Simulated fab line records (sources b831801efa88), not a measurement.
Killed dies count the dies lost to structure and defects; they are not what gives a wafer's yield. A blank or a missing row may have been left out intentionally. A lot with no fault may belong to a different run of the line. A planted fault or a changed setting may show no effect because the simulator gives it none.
Which tool did it? ; flow gf180mcu ; 13 lots, 39 wafers sampled, at 4 steps of a route of 602

## WHAT EACH GAUGE READ, for each wafer
GF_V1_CD_MEAS_14 targets a cd of 260 nm. Usual: cdNm 260.4 nm, standard deviation 1.1.
lot;measured;on;cdNm (nm);flag
L676;day 18 04:58;cdSem-01;259.7 259.6 259.7;
L678;day 19 01:11;cdSem-01;260.3 260.4 260.2;
L679;day 19 17:19;cdSem-01;261.7 259.3 260.2;
L680;day 20 01:45;cdSem-01;260.3 259.8 259.7;
L681;day 20 09:42;cdSem-01;260.8 260.5 260.1;
L686;day 22 09:43;cdSem-02;258.9 257.9 259.2;
L687;day 22 13:31;cdSem-02;261.6 260.9 261.9;
L691;day 24 00:10;cdSem-02;258.2 259.4 259.5;
L692;day 24 14:31;cdSem-01;258.3 257.5 259.4;
L693;day 24 17:19;cdSem-01;260.5 260.1 261.1;
L694;day 24 22:17;cdSem-02;259.3 258.6 259.8;
L696;day 25 09:07;cdSem-02;262.4 261.9 261.4;
L697;day 25 21:56;cdSem-02;260.5 261.7 260.8;

GF_M2_OVL_MEAS_15. Usual: M2_OVL gives -4 nm (standard deviation 5.1).
lot;measured;on;M2_OVL (nm);flag
L676;day 19 06:27;overlay-02;0 -5 -1;
L678;day 20 03:11;overlay-01;-12 -12 0;
L679;day 20 19:21;overlay-01;-4 -3 5;
L680;day 21 03:10;overlay-02;-3 -3 -7;
L681;day 21 10:56;overlay-01;-2 -1 -2;
L686;day 23 09:53;overlay-02;2 -5 -6;
L687;day 23 14:05;overlay-01;1 -8 -8;
L691;day 25 00:20;overlay-01;0 -2 -6;
L692;day 25 14:15;overlay-01;-10 -17 -10;
L693;day 25 16:40;overlay-02;-3 -6 -8;
L694;day 26 00:01;overlay-02;-7 -3 -9;
L696;day 26 08:16;overlay-02;-4 -6 -7;
L697;day 26 20:28;overlay-01;1 -10 2;

## TOOL THAT RAN EACH LOT (tool first, then ch and the chambers of the sampled wafers, then the start)
lot;GF_M1_STRIP_17;GF_M2_SPUTTER_02
L676;plasmaAsher-04 ch 0, day 17 04:19;pvdSputter-01, day 18 06:35
L678;plasmaAsher-04 ch 0,1, day 17 23:50;pvdSputter-01, day 19 02:49
L679;plasmaAsher-03 ch 0,1, day 18 15:37;pvdSputter-04, day 19 18:56
L680;plasmaAsher-04 ch 0,1, day 18 23:50;pvdSputter-03, day 20 03:23
L681;plasmaAsher-04 ch 0,1, day 19 08:02;pvdSputter-04, day 20 11:22
L686;plasmaAsher-04 ch 0,1, day 21 09:03;pvdSputter-01, day 22 11:27
L687;plasmaAsher-03 ch 0,1, day 21 13:09;pvdSputter-03, day 22 15:08
L691;plasmaAsher-04 ch 0,1, day 23 00:08;pvdSputter-01, day 24 01:51
L692;plasmaAsher-03 ch 1, day 23 14:46;pvdSputter-04, day 24 16:08
L693;plasmaAsher-03 ch 0,1, day 23 18:45;pvdSputter-01, day 24 18:57
L694;plasmaAsher-03 ch 0,1, day 23 22:53;pvdSputter-04, day 25 02:23
L696;plasmaAsher-04 ch 0,1, day 24 11:17;pvdSputter-01, day 25 10:51
L697;plasmaAsher-02 ch 0,1, day 24 20:17;pvdSputter-03, day 25 23:37
- GF_M1_STRIP_17: strips in O2/N2.
- GF_M2_SPUTTER_02: material AlCu, target thk 450 nm, time 23.9 s.

## WHAT THE TOOLS THEMSELVES READ (means of the sampled wafers that have a number; where no wafer has one, the mark that the record gives instead)
GF_M1_STRIP_17. Usual: chamberPressureMTorr 1499.8 mTorr, standard deviation 1.4; drypumpMotorCurrentA 6.1 A, standard deviation 0.37; heaterPowerW 333 W, standard deviation 59; oesProductAu 0.539 a.u., standard deviation 0.0058; stripTimeToEndpointS 7.41 s, standard deviation 0.066.
lot;tool;chamberPressureMTorr (mTorr);drypumpMotorCurrentA (A);heaterPowerW (W);oesProductAu (a.u.);stripTimeToEndpointS (s);flag
L676;plasmaAsher-04;1500.4;5.8;422;0.541;7.46;
L678;plasmaAsher-04;1501.4;5.8;376;0.542;7.41;
L679;plasmaAsher-03;1501.3;6.5;289;0.542;7.44;
L680;plasmaAsher-04;1499.8;5.8;380;0.543;7.43;
L681;plasmaAsher-04;1500.2;5.9;336;0.537;7.33;
L686;plasmaAsher-04;-;-;-;-;-;OFF
L687;plasmaAsher-03;-;-;-;-;-;OFF
L691;plasmaAsher-04;1500.8;5.8;390;0.544;7.44;
L692;plasmaAsher-03;1500.0;6.6;299;0.537;7.34;
L693;plasmaAsher-03;1499.0;6.5;297;0.537;7.44;
L694;plasmaAsher-03;1499.2;6.5;290;0.533;7.39;
L696;plasmaAsher-04;1499.7;5.9;338;0.539;7.38;
L697;plasmaAsher-02;1500.7;5.8;340;0.533;7.41;

GF_M2_SPUTTER_02. Usual: throttleValvePct 29.7 %, standard deviation 0.73.
lot;tool;throttleValvePct (%);flag
L676;pvdSputter-01;30.0;
L678;pvdSputter-01;30.5;
L679;pvdSputter-04;29.1;
L680;pvdSputter-03;29.7;
L681;pvdSputter-04;29.4;
L686;pvdSputter-01;30.3;
L687;pvdSputter-03;29.1;
L691;pvdSputter-01;30.2;
L692;pvdSputter-04;28.9;
L693;pvdSputter-01;30.4;
L694;pvdSputter-04;29.4;
L696;pvdSputter-01;30.0;
L697;pvdSputter-03;29.1;

## THE ANSWER, worked out from the rows above alone
Rule: take the mean of a lot's wafers that have a number; if it is more than 3 standard deviations from the usual mean, the lot is off. Also off: a lot with no number at a reading for which 4 or more lots have one. Where the step has rows for the other lots, those lots are counted as sound. First the gauges in route order, then the tools' own readings, where a lot's mean is used as printed above. At the first step where some lot is off, the reading lying furthest off is the one used; lots without a number count as furthest.
Off: L686, L687 (GF_M1_STRIP_17, chamberPressureMTorr). Without a number there: L686, L687.
If a tool, at that step or one of the process steps before it, ran each lot that is off and ran no sound lot following the first of them, it fits. Not one of the candidates tried fits.

## WHAT HAD BEEN PUT IN BY THE SIMULATOR
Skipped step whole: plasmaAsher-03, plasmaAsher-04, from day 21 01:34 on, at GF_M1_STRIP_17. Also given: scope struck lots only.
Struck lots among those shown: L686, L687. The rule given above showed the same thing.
